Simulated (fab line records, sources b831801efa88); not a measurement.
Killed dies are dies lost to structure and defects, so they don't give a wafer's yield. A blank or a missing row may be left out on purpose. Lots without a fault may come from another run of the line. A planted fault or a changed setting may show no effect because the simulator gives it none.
A struck lot beside a sound one | flow gf180mcu | 14 steps out of a route of 602
Sound: wafers L611.2, L611.4, L611.5. Struck: wafers L622.1, L622.4, L622.5. The cause comes at the end.
At each step with rows: each side's tool, then ch and its chambers, then its first start. Under that, the readings that differ: sound wafers | struck wafers | difference of the means | sigmas: that difference in standard deviations of wafers without a fault.
alike: readings whose means differ by less than 2 such deviations, and words and numbers that are the same on both sides. not compared: withheld readings, readings that some wafer has no value for, bounds like >300 that may hide the same value, and numbers for which the record gives no deviation and whose values overlap.
The two part at a step that has a row with sigmas, a row that says differs or no value, or rows on one side only. Numbers that don't overlap but have no deviation are shown without sigmas and don't part them. A reading that every wafer of one side lacks parts them only if that side has two wafers or more.

first, 1 step without rows for these wafers: GF_V4_ETCH_16 (etches BARC in N2/H2).
GF_V4_ETCH_17: etches SiO2 in C4F8/O2/Ar, stops on TiN, target depth 630 nm.
  sound on rie_diel-01 ch 0,3; struck on rie_diel-04 ch 1,2,3
  alike: oes_product_au
then, 3 steps without rows for these wafers: GF_V4_STRIP_18 (strips in O2/N2); GF_V4_STRIP_19 (strips in post etch residue remover, time 1200 s); GF_V4_CLEAN_20 (cleans in DIW).
GF_V4_SPUTTER_21: material Ti, target thk 15 nm, time 80.02 s.
  sound on pvd_sputter-04, day 24 12:46; struck on pvd_sputter-03, day 28 04:17
  alike: cathode_dc_power_W, chamber_pressure_pa, throttle_valve_pct
GF_V4_SPUTTER_22: material TiN, target thk 10 nm, time 40 s.
  sound on pvd_sputter-04, day 24 12:49; struck on pvd_sputter-03, day 28 04:20
  alike: cathode_dc_power_W, chamber_pressure_pa, throttle_valve_pct
then, 1 step without rows for these wafers: GF_V4_CVD_23 (deposits W, target thk 350 nm, time 104.9 s).
GF_V4_RS_MEAS_24: measures by four-point-probe.
  sound on film_metro-02, day 24 13:00; struck on film_metro-04, day 28 04:29
  alike: V4_W_RS
GF_V4_THK_MEAS_25: measures by xrf.
  sound on film_metro-02, day 24 13:07; struck on film_metro-04, day 28 04:37
  alike: V4_W_THK
then, 1 step without rows for these wafers: GF_V4_CMP_26 (polishes, stops on SiO2, t overpolish 15 s, target thk 0 nm).
GF_MIM_SPUTTER_00: material Ti, target thk 37.5 nm, time 150 s.
  sound on pvd_sputter-01, day 24 13:28; struck on pvd_sputter-01, day 28 04:58
  alike: cathode_dc_power_W, chamber_pressure_pa, throttle_valve_pct
GF_MIM_SPUTTER_01: material TiN, target thk 30 nm, time 25 s.
  sound on pvd_sputter-01, day 24 13:34; struck on pvd_sputter-01, day 28 05:04
  no value came back on the struck wafers for cathode_dc_power_W (W), chamber_pressure_pa (Pa), throttle_valve_pct (%); on the sound wafers cathode_dc_power_W (W) reads 6501.1 6499.3 6500.8
GF_MIM_SPUTTER_02: material AlCu, target thk 450 nm, time 23.9 s.
  sound on pvd_sputter-01, day 24 13:35; struck on pvd_sputter-01, day 28 05:07
  alike: cathode_dc_power_W, chamber_pressure_pa, throttle_valve_pct

WHERE THEY PART
Only at GF_MIM_SPUTTER_01, within this record. Later steps at which nothing parts them and some readings are alike: GF_MIM_SPUTTER_02.

WHY: what the simulator had put in
Skipped step whole: pvd_sputter-01, from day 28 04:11 on, at GF_MIM_SPUTTER_01. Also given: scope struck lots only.
